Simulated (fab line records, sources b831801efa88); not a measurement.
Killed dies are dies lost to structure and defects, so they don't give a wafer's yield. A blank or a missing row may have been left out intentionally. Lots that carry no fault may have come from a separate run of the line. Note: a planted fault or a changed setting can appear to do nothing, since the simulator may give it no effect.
Comparing a struck lot with a sound one + flow sky130 + 19 steps out of a route of 708
Sound: the wafers L833.1, L833.2, L833.6. Wafers L835.1, L835.3, L835.4 were the ones struck. The cause is given at the end.
At each step with rows: each side's tool, then ch and its chambers, then its first start. Under that, the readings that differ: sound wafers + struck wafers + difference of the means + sigmas: that difference in standard deviations of wafers without a fault.
alike: readings whose means differ by less than 2 such deviations, and words and numbers that are the same on both sides. not compared: withheld readings, readings that some wafer has no value for, bounds like >300 that may hide the same value, and numbers for which the record gives no deviation and whose values overlap.
Wherever a step has rows on one side only, a row that says differs or no value, or a row with sigmas, the two part there. Numbers that don't overlap but have no deviation are shown without sigmas and don't part them. A reading missing from all wafers of one side parts the sides only when that side holds two or more wafers.

SKY_LDD_HVP_OVL_MEAS_07:
  sound: overlay-02 at day 22 17:21; struck: overlay-02 at day 23 19:07
  alike: LDD_HVP_OVL
then, 1 step without rows for these wafers: SKY_LDD_HVP_IMPLANT_08.
SKY_LDD_HVP_STRIP_09: strips in O2/N2.
  sound on plasma-asher-04 ch 0,1, day 22 17:32; struck on plasma-asher-01 ch 0,1, day 23 19:18
  alike: drypump-motor-current-A, oes-product-au, strip-time-to-endpoint-s
  not compared: rf-hours-counter-h
SKY_LDD_HVP_TW_MEAS_10:
  sound: film-metro-02 at day 22 17:38; struck: film-metro-03 at day 23 19:24
  alike: LDD_HVP_TW
then, 7 steps without rows for these wafers: SKY_LDD_LDN_DEHYDRATE_00 (time 60 s); SKY_LDD_LDN_HMDS_01 (prime time 60 s); SKY_LDD_LDN_COAT_02 (resist thk 1140 nm); SKY_LDD_LDN_SOFTBAKE_03 (time 60 s); SKY_LDD_LDN_EXPOSE_04 (exposes mask LDNTM, target cd 700 nm); SKY_LDD_LDN_PEB_05; SKY_LDD_LDN_DEVELOP_06 (develop time 60 s).
SKY_LDD_LDN_OVL_MEAS_07:
  sound: overlay-01 at day 23 23:32; struck: overlay-02 at day 25 02:02
  alike: LDD_LDN_OVL
SKY_LDD_LDN_IMPLANT_08:
  sound on implanter-02 ch 0, day 23 23:35; struck on implanter-03, day 25 02:04
  no value came back on the struck wafers for beam-energy-keV, beam-on-s (s); on the sound wafers beam-energy-keV reads 14.994 15.001 15.001
then, 3 steps without rows for these wafers: SKY_LDD_LDN_IMPLANT_09; SKY_LDD_LDN_IMPLANT_10; SKY_LDD_LDN_IMPLANT_11.
SKY_LDD_LDN_STRIP_12: strips in O2/N2.
  sound on plasma-asher-04 ch 0,1, day 24 00:11; struck on plasma-asher-02 ch 0,1, day 25 02:40
  alike: drypump-motor-current-A, oes-product-au, strip-time-to-endpoint-s
  not compared: rf-hours-counter-h
SKY_LDD_LDN_TW_MEAS_13:
  sound: film-metro-03 at day 24 00:17; struck: film-metro-01 at day 25 02:46
| reading    | sound          | struck         | difference | sigmas |
|------------|----------------|----------------|------------|--------|
| LDD_LDN_TW | 1481 1494 1489 | 1356 1349 1354 | -135       | -17    |
then, 1 step without rows for these wafers: SKY_LDD_LDN_CLEAN_14 (cleans in SC1/SC2, time 150 s).

## WHERE THEY PART
At SKY_LDD_LDN_IMPLANT_08 first; at SKY_LDD_LDN_TW_MEAS_13 last (within this record only).

WHY: whatever the simulator had introduced
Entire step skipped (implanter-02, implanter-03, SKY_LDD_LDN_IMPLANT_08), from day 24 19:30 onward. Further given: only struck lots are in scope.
